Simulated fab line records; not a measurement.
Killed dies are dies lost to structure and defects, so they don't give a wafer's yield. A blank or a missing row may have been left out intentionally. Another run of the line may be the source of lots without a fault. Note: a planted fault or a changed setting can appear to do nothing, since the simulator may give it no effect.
fab line records | flow gf180mcu
[record] lots = 24 wafers = 72 last-day = 34
route steps=602 shown PSD@259 M3@424 M4@459 V4@499 V5@545 TOP_METAL@582
lots that met no fault: taken from a fault-free run of the same line
start-h: start of the lot's first displayed wafer, in hours after the record's first day | wait-h: how many hours have passed since the lot's step before this one | " same as the row above | L1.1+2: several wafers, shown together as one row | - no value, or no start given | * or withheld: withheld | < > ~ a bound
route shown NAME@n: names a module that has steps shown in the file, with the first one's number in the route | usual: average and standard deviation across the fault-free wafers | same: alike in all rows | chamber/n: place in a boat | sites: the reading at each site | _std_site: their standard deviation | _edge_site: the outer-site mean with the inner-site mean subtracted | radius-mm: for every site, how far away it sits from the centre of the wafer | mask NAME#n: copy n | behind: the tool/chamber that last shaped the wafer | hold: what put the lot on hold/how long, in hours/how the hold closed | device: the n, p or np transistor that did not switch | end of line: tests run on the same wafers once the route is complete | where a step has no rows: the recipe by itself | killed: count of dies lost to structure and defects at first sort (not the wafer's yield) | map: shows each die of a wafer: x if killed, . if not, _ if none is there
set.NAME: the setting that was run; set.NAME@STEP: the one run at that earlier step | model.NAME: the simulator's own value behind a step, which no gauge read
route steps across a sampled set of lots; one table per step, one row per wafer
services: when a tool's chamber went out of use (start-h, in hours from the record's first day, below 0 if earlier), for how many hours, and the reason
[[steps]]
[step GF_PSD_TW_MEAS_11]
[usual] PSD_TW = 3194/22
// columns lot.wafer tool chamber start-h wait-h PSD_TW
L074.3 film-metro-04 - 317.15 0.1 3212
L074.4 " - " " 3196
L074.5 " - " " 3198
L075.2 film-metro-01 - 333.54 0.1 3180
L075.3 " - " " 3190
L075.4 " - " " 3196
L077.1 film-metro-02 - 341.48 0.1 3175
L077.3 " - " " 3167
L077.5 " - " " 3171
L076.2 film-metro-01 - 343.14 0.1 3205
L076.4 " - " " 3204
L076.6 " - " " 3189
L078.2 film-metro-01 - 348.74 0.1 3180
L078.4 " - " " 3196
L078.5 " - " " 3195
L079.1 film-metro-01 - 363.48 0.1 3194
L079.4 " - " " 3198
L079.6 " - " " 3205
L080.3 film-metro-01 - 366.45 0.1 3185
L080.5 " - " " 3201
L080.6 " - " " 3194
L081.2 film-metro-02 - 380.64 0.1 3161
L081.3 " - " " 3172
L081.6 " - " " 3182
L082.3 film-metro-02 - 387.35 0.1 3159
L082.4 " - " " 3156
L082.6 " - " " 3161
L083.3 film-metro-02 - 395.95 0.1 3170
L083.4 " - " " 3166
L083.5 " - " " 3176
L084.2 film-metro-01 - 409.77 0.1 3185
L084.5 " - " " 3195
L084.6 " - " " 3173
L085.2 film-metro-04 - 413.39 0.1 3230
L085.3 " - " " 3221
L085.5 " - " " 3234
L086.1 film-metro-04 - 417.58 0.1 3231
L086.2 " - " " 3241
L086.5 " - " " 3239
L087.2 film-metro-04 - 431.88 0.1 3220
L087.3 " - " " 3226
L087.6 " - " " 3235
L088.4 film-metro-01 - 440.50 0.1 3160
L088.5 " - " " 3175
L088.6 " - " " 3174
L089.2 film-metro-04 - 442.48 0.1 3217
L089.4 " - " " 3217
L089.5 " - " " 3208
L090.2 film-metro-01 - 450.18 0.1 3161
L090.4 " - " " 3159
L090.5 " - " " 3168
L091.4 film-metro-04 - 467.86 0.1 3209
L091.5 " - " " 3192
L091.6 " - " " 3204
L092.1 film-metro-01 - 470.58 0.1 3180
L092.2 " - " " 3186
L092.3 " - " " 3186
L093.2 film-metro-04 - 473.69 0.1 3199
L093.4 " - " " 3205
L093.5 " - " " 3205
L094.2 film-metro-04 - 483.33 0.1 3221
L094.3 " - " " 3221
L094.4 " - " " 3202
L095.1 film-metro-01 - 510.91 0.1 3214
L095.2 " - " " 3199
L095.6 " - " " 3231
L096.1 film-metro-01 - 514.63 0.1 3194
L096.2 " - " " 3179
L096.4 " - " " 3195
L097.1 film-metro-04 - 517.17 0.1 3201
L097.2 " - " " 3206
L097.3 " - " " 3198
[step GF_M3_OVL_MEAS_15]
[usual] M3_OVL = 1/4.7
// columns lot.wafer tool chamber start-h wait-h M3_OVL[nm]
L074.3 overlay-01 - 489.69 0.1 3
L074.4 " - " " 5
L074.5 " - " " 7
L075.2 overlay-01 - 505.58 0.1 16
L075.3 " - " " 3
L075.4 " - " " 11
L077.1 overlay-02 - 516.32 0.1 -1
L077.3 " - " " -1
L077.5 " - " " 4
L076.2 overlay-01 - 518.83 0.1 0
L076.4 " - " " -4
L076.6 " - " " -2
L078.2 overlay-02 - 523.98 0.1 0
L078.4 " - " " 6
L078.5 " - " " -3
L079.1 overlay-02 - 538.57 0.1 7
L079.4 " - " " 8
L079.6 " - " " 8
L080.3 overlay-01 - 541.39 0.1 -4
L080.5 " - " " -1
L080.6 " - " " 3
L081.2 overlay-02 - 555.83 0.1 -6
L081.3 " - " " -3
L081.6 " - " " 3
L082.3 overlay-02 - 562.49 0.1 0
L082.4 " - " " 6
L082.6 " - " " -3
L083.3 overlay-01 - 571.00 0.1 1
L083.4 " - " " -2
L083.5 " - " " -1
L084.2 overlay-01 - 583.03 0.1 -5
L084.5 " - " " -2
L084.6 " - " " -6
L085.2 overlay-01 - 587.90 0.1 1
L085.3 " - " " -6
L085.5 " - " " -7
L086.1 overlay-02 - 591.64 0.1 -5
L086.2 " - " " -5
L086.5 " - " " -2
L087.2 overlay-01 - 603.05 0.1 -7
L087.3 " - " " 1
L087.6 " - " " 1
L088.4 overlay-02 - 612.69 0.1 12
L088.5 " - " " 6
L088.6 " - " " 7
L089.2 overlay-01 - 613.28 0.1 -3
L089.4 " - " " -2
L089.5 " - " " 8
L090.2 overlay-02 - 618.37 0.1 7
L090.4 " - " " 2
L090.5 " - " " 5
L091.4 overlay-02 - 635.79 0.1 6
L091.5 " - " " 0
L091.6 " - " " 0
L092.1 overlay-02 - 637.52 0.1 4
L092.2 " - " " 2
L092.3 " - " " 1
L093.2 overlay-01 - 639.88 0.1 -7
L093.4 " - " " -7
L093.5 " - " " 4
L094.2 overlay-02 - 646.28 0.1 -4
L094.3 " - " " 1
L094.4 " - " " 5
L095.1 overlay-02 - 672.62 0.1 -6
L095.2 " - " " 4
L095.6 " - " " 1
L096.1 overlay-01 - 672.97 0.1 -1
L096.2 " - " " -2
L096.4 " - " " 2
L097.1 overlay-02 - 676.67 0.1 -2
L097.2 " - " " 0
L097.3 " - " " -3
[step GF_M4_SPUTTER_03]
[recipe] material = Ti target-thk-nm = 10 substrate-temp-c = 300 chamber-pressure-pa = 0.3 power-w = 3000 time-s = 6.7
[usual] throttle-valve-pct = 30.1/1
// columns lot.wafer tool chamber start-h wait-h throttle-valve-pct
L074.3 pvd-sputter-01 - 516.54 0.0 29.7
L074.4 " - " " 30.5
L074.5 " - " " 29.9
L075.2 pvd-sputter-02 - 531.99 0.0 27.6
L075.3 " - " " 30.8
L075.4 " - " " 30.6
L077.1 pvd-sputter-02 - 542.43 0.0 27.6
L077.3 " - " " 30.8
L077.5 " - " " 30.8
L076.2 pvd-sputter-02 - 545.06 0.0 30.8
L076.4 " - " " 30.8
L076.6 " - " " 30.9
L078.2 pvd-sputter-01 - 550.08 0.0 29.4
L078.4 " - " " 29.7
L078.5 " - " " 29.3
L079.1 pvd-sputter-01 - 564.38 0.0 30.8
L079.4 " - " " 30.6
L079.6 " - " " 29.8
L080.3 pvd-sputter-01 - 567.60 0.0 30.4
L080.5 " - " " 29.7
L080.6 " - " " 30.8
L081.2 pvd-sputter-01 - 580.45 0.0 29.8
L081.3 " - " " 29.6
L081.6 " - " " 29.9
L082.3 pvd-sputter-02 - 587.92 0.0 27.5
L082.4 " - " " 31.1
L082.6 " - " " 30.9
L083.3 pvd-sputter-02 - 595.37 0.0 31.0
L083.4 " - " " 30.7
L083.5 " - " " 30.9
L084.2 pvd-sputter-02 - 607.27 0.0 30.9
L084.5 " - " " 30.7
L084.6 " - " " 27.7
L085.2 pvd-sputter-02 - 612.25 0.0 27.5
L085.3 " - " " 30.7
L085.5 " - " " 31.1
L086.1 pvd-sputter-01 - 615.85 0.0 29.8
L086.2 " - " " 30.6
L086.5 " - " " 30.6
L087.2 pvd-sputter-01 - 627.26 0.0 29.9
L087.3 " - " " 30.7
L087.6 " - " " 29.4
L088.4 pvd-sputter-01 - 636.54 0.0 30.8
L088.5 " - " " 30.6
L088.6 " - " " 29.9
L089.2 pvd-sputter-02 - 636.69 0.0 31.0
L089.4 " - " " 31.0
L089.5 " - " " 30.6
L090.2 pvd-sputter-02 - 642.64 0.0 30.8
L090.4 " - " " 27.6
L090.5 " - " " 31.0
L091.4 pvd-sputter-02 - 659.49 0.0 30.9
L091.5 " - " " 30.9
L091.6 " - " " 27.8
L092.1 pvd-sputter-02 - 660.74 0.0 30.9
L092.2 " - " " 27.6
L092.3 " - " " 30.8
L093.2 pvd-sputter-01 - 662.99 0.0 30.5
L093.4 " - " " 30.7
L093.5 " - " " 30.4
L094.2 pvd-sputter-02 - 669.03 0.0 30.8
L094.3 " - " " 30.8
L094.4 " - " " 27.7
L095.1 pvd-sputter-02 - 694.59 0.0 31.0
L095.2 " - " " 30.6
L095.6 " - " " 30.9
L096.1 pvd-sputter-01 - 694.97 0.0 29.8
L096.2 " - " " 30.4
L096.4 " - " " 29.9
L097.1 pvd-sputter-01 - 698.40 0.0 30.6
L097.2 " - " " 30.8
L097.3 " - " " 29.7
[step GF_V4_CVD_23]
[recipe] material = W target-thk-nm = 350 time-s = 104.9 temp-c = 400 pressure-torr = 40
[usual] heater-power-outer-w = 450/69 heater-power-w = 750/120
// columns lot.wafer tool chamber start-h wait-h heater-power-outer-w heater-power-w
L074.3 cvd-w-01 0 564.25 0.1 542 848
L074.4 " 1 " " 397 694
L074.5 " 0 " " 555 856
L075.2 cvd-w-02 0 578.43 0.0 493 870
L075.3 " 0 " " 498 878
L075.4 " 1 " " 366 596
L077.1 cvd-w-02 1 589.28 0.0 372 579
L077.3 " 0 " " 494 883
L077.5 " 0 " " 501 862
L076.2 cvd-w-01 1 591.88 0.0 399 709
L076.4 " 0 " " 552 844
L076.6 " 0 " " 553 824
L078.2 cvd-w-02 1 596.85 0.0 374 588
L078.4 " 0 " " 493 858
L078.5 " 1 " " 382 582
L079.1 cvd-w-02 0 610.73 0.0 497 874
L079.4 " 0 " " 515 875
L079.6 " 1 " " 374 568
L080.3 cvd-w-02 0 612.68 0.1 504 877
L080.5 " 1 " " 374 582
L080.6 " 0 " " 490 869
L081.2 cvd-w-02 0 624.18 0.0 511 875
L081.3 " 1 " " 364 590
L081.6 " 1 " " 376 594
L082.3 cvd-w-01 1 632.92 0.1 382 708
L082.4 " 0 " " 548 860
L082.6 " 1 " " 396 713
L083.3 cvd-w-01 1 639.69 0.1 403 707
L083.4 " 0 " " 543 828
L083.5 " 0 " " 544 857
L084.2 cvd-w-02 1 650.78 0.0 385 591
L084.5 " 0 " " 498 875
L084.6 " 1 " " 372 595
L085.2 cvd-w-02 1 655.41 0.0 372 580
L085.3 " 0 " " 503 871
L085.5 " 0 " " 505 903
L086.1 cvd-w-02 1 658.87 0.0 380 614
L086.2 " 0 " " 516 902
L086.5 " 1 " " 382 586
L087.2 cvd-w-02 1 670.12 0.0 374 590
L087.3 " 0 " " 490 888
L087.6 " 0 " " 503 885
L088.4 cvd-w-02 1 679.07 0.1 374 586
L088.5 " 0 " " 493 883
L088.6 " 1 " " 369 587
L089.2 cvd-w-01 1 679.98 0.0 394 712
L089.4 " 0 " " 533 849
L089.5 " 0 " " 542 835
L090.2 cvd-w-02 1 684.47 0.0 365 604
L090.4 " 0 " " 502 901
L090.5 " 1 " " 377 585
L091.4 cvd-w-01 0 700.46 0.1 533 846
L091.5 " 1 " " 398 713
L091.6 " 0 " " 529 841
L092.1 cvd-w-02 1 701.04 0.0 372 601
L092.2 " 0 " " 504 882
L092.3 " 1 " " 365 598
L093.2 cvd-w-01 1 703.78 0.0 386 714
L093.4 " 1 " " 404 697
L093.5 " 1 " " 396 708
L094.2 cvd-w-02 0 709.87 0.0 505 885
L094.3 " 1 " " 369 595
L094.4 " 0 " " 514 878
L095.1 cvd-w-01 1 733.35 0.0 390 703
L095.2 " 0 " " 538 838
L095.6 " 0 " " 530 841
L096.1 cvd-w-01 0 734.27 0.0 549 842
L096.2 " 1 " " 406 714
L096.4 " 1 " " 401 719
L097.1 cvd-w-02 1 736.82 0.0 376 597
L097.2 " 0 " " 503 898
L097.3 " 0 " " 499 881
[step GF_V5_BOW_MEAS_05]
[recipe] mode = bow
[usual] V5_BOW = 135/10
// columns lot.wafer tool chamber start-h wait-h V5_BOW[um]
L074.3 film-metro-03 - 610.41 0.2 132
L074.4 " - " " 151
L074.5 " - " " 147
L075.2 film-metro-02 - 623.91 0.3 133
L075.3 " - " " 126
L075.4 " - " " 130
L077.1 film-metro-03 - 634.47 0.1 129
L077.3 " - " " 120
L077.5 " - " " 122
L076.2 film-metro-03 - 636.12 0.1 132
L076.4 " - " " 121
L076.6 " - " " 128
L078.2 film-metro-03 - 642.30 0.1 134
L078.4 " - " " 139
L078.5 " - " " 137
L079.1 film-metro-01 - 653.77 0.2 146
L079.4 " - " " 150
L079.6 " - " " 143
L080.3 film-metro-03 - 656.29 0.3 133
L080.5 " - " " 131
L080.6 " - " " 132
L081.2 film-metro-03 - 667.52 0.1 126
L081.3 " - " " 133
L081.6 " - " " 126
L082.3 film-metro-03 - 674.83 0.2 134
L082.4 " - " " 134
L082.6 " - " " 140
L083.3 film-metro-03 - 681.80 0.3 136
L083.4 " - " " 140
L083.5 " - " " 136
L084.2 film-metro-02 - 691.39 0.2 150
L084.5 " - " " 148
L084.6 " - " " 144
L085.2 film-metro-03 - 695.89 0.2 131
L085.3 " - " " 127
L085.5 " - " " 138
L086.1 film-metro-03 - 700.13 0.2 122
L086.2 " - " " 137
L086.5 " - " " 138
L087.2 film-metro-01 - 710.79 0.2 120
L087.3 " - " " 123
L087.6 " - " " 138
L088.4 film-metro-03 - 719.06 0.2 125
L088.5 " - " " 130
L088.6 " - " " 134
L089.2 film-metro-02 - 720.12 0.2 134
L089.4 " - " " 121
L089.5 " - " " 143
L090.2 film-metro-03 - 724.86 0.1 140
L090.4 " - " " 138
L090.5 " - " " 128
L091.4 film-metro-01 - 738.81 0.3 144
L091.5 " - " " 140
L091.6 " - " " 141
L092.1 film-metro-01 - 739.47 0.2 137
L092.2 " - " " 142
L092.3 " - " " 134
L093.2 film-metro-01 - 742.69 0.2 166
L093.4 " - " " 153
L093.5 " - " " 151
L094.2 film-metro-03 - 746.93 0.1 141
L094.3 " - " " 148
L094.4 " - " " 133
L095.1 film-metro-03 - 769.03 0.2 134
L095.2 " - " " 134
L095.6 " - " " 127
L096.1 film-metro-03 - 769.76 0.1 140
L096.2 " - " " 120
L096.4 " - " " 120
L097.1 film-metro-03 - 771.42 0.2 134
L097.2 " - " " 132
L097.3 " - " " 133
[step GF_TOP_METAL_OVL_MEAS_15]
[usual] TOP_METAL_OVL = 0.4/1.2
// columns lot.wafer tool chamber start-h wait-h TOP_METAL_OVL[nm]
L074.3 overlay-02 - 653.69 0.1 1.6
L074.4 " - " " 0.4
L074.5 " - " " 1.1
L075.2 overlay-02 - 665.48 0.1 1.7
L075.3 " - " " 0.4
L075.4 " - " " 0.2
L077.1 overlay-01 - 675.82 0.1 -0.8
L077.3 " - " " 0.5
L077.5 " - " " -0.3
L076.2 overlay-02 - 678.84 0.1 1.4
L076.4 " - " " 0.8
L076.6 " - " " 1.9
L078.2 overlay-01 - 683.67 0.1 1.0
L078.4 " - " " 0.4
L078.5 " - " " 0.1
L079.1 overlay-01 - 694.07 0.1 2.1
L079.4 " - " " -1.1
L079.6 " - " " -0.7
L080.3 overlay-01 - 696.43 0.1 -0.8
L080.5 " - " " -1.7
L080.6 " - " " -0.1
L081.2 overlay-01 - 707.44 0.1 -0.2
L081.3 " - " " 0.9
L081.6 " - " " -0.6
L082.3 overlay-01 - 713.80 0.1 -0.3
L082.4 " - " " 1.2
L082.6 " - " " -0.4
L083.3 overlay-02 - 721.13 0.1 -1.1
L083.4 " - " " -0.3
L083.5 " - " " 0.5
L084.2 overlay-02 - 729.98 0.1 0.1
L084.5 " - " " -1.5
L084.6 " - " " -2.3
L085.2 overlay-02 - 734.29 0.1 2.1
L085.3 " - " " 1.9
L085.5 " - " " 0.8
L086.1 overlay-02 - 737.97 0.1 1.4
L086.2 " - " " 0.7
L086.5 " - " " -0.5
L087.2 overlay-02 - 747.23 0.1 2.9
L087.3 " - " " 3.2
L087.6 " - " " 2.7
L088.4 overlay-01 - 755.94 0.1 -0.2
L088.5 " - " " -1.9
L088.6 " - " " -1.1
L089.2 overlay-02 - 756.47 0.1 -0.7
L089.4 " - " " 0.7
L089.5 " - " " 2.2
L090.2 overlay-01 - 760.63 0.1 2.6
L090.4 " - " " 0.7
L090.5 " - " " 1.9
L091.4 overlay-01 - 773.23 0.1 0.6
L091.5 " - " " 0.3
L091.6 " - " " 0.0
L092.1 overlay-02 - 775.07 0.1 0.3
L092.2 " - " " 0.7
L092.3 " - " " 1.3
L093.2 overlay-02 - 776.97 0.1 2.1
L093.4 " - " " 0.6
L093.5 " - " " 1.6
L094.2 overlay-01 - 781.53 0.1 0.5
L094.3 " - " " -0.5
L094.4 " - " " -0.5
L095.1 overlay-01 - 801.27 0.1 -0.5
L095.2 " - " " 0.1
L095.6 " - " " -0.6
L096.1 overlay-02 - 802.17 0.1 -1.6
L096.2 " - " " 0.2
L096.4 " - " " -0.5
L097.1 overlay-01 - 804.02 0.1 1.4
L097.2 " - " " 1.3
L097.3 " - " " 1.4
[[services]]
// columns tool chamber start-h hours kind
pvd-sputter-01 - 492.64 5.8 repair
cvd-w-02 - 514.73 14.6 pm
cvd-w-01 0 530.39 9.9 repair
pvd-sputter-02 - 557.98 23.9 repair
pvd-sputter-01 - 571.10 2.4 repair
pvd-sputter-02 2 597.85 - consumable-replace:kit
pvd-sputter-02 2 597.85 18.0 scheduled-down
pvd-sputter-02 2 597.85 18.0 vent-cycle
cvd-w-01 - 611.03 6.0 pm
pvd-sputter-01 3 630.43 - consumable-replace:kit
pvd-sputter-01 3 630.43 18.0 scheduled-down
pvd-sputter-01 3 630.43 18.0 vent-cycle
pvd-sputter-02 - 687.25 5.4 repair
pvd-sputter-02 1 695.61 - consumable-replace:kit
pvd-sputter-02 1 695.61 18.0 scheduled-down
pvd-sputter-02 1 695.61 18.0 vent-cycle
cvd-w-02 - 699.54 1.3 repair
[[key]]
fault none
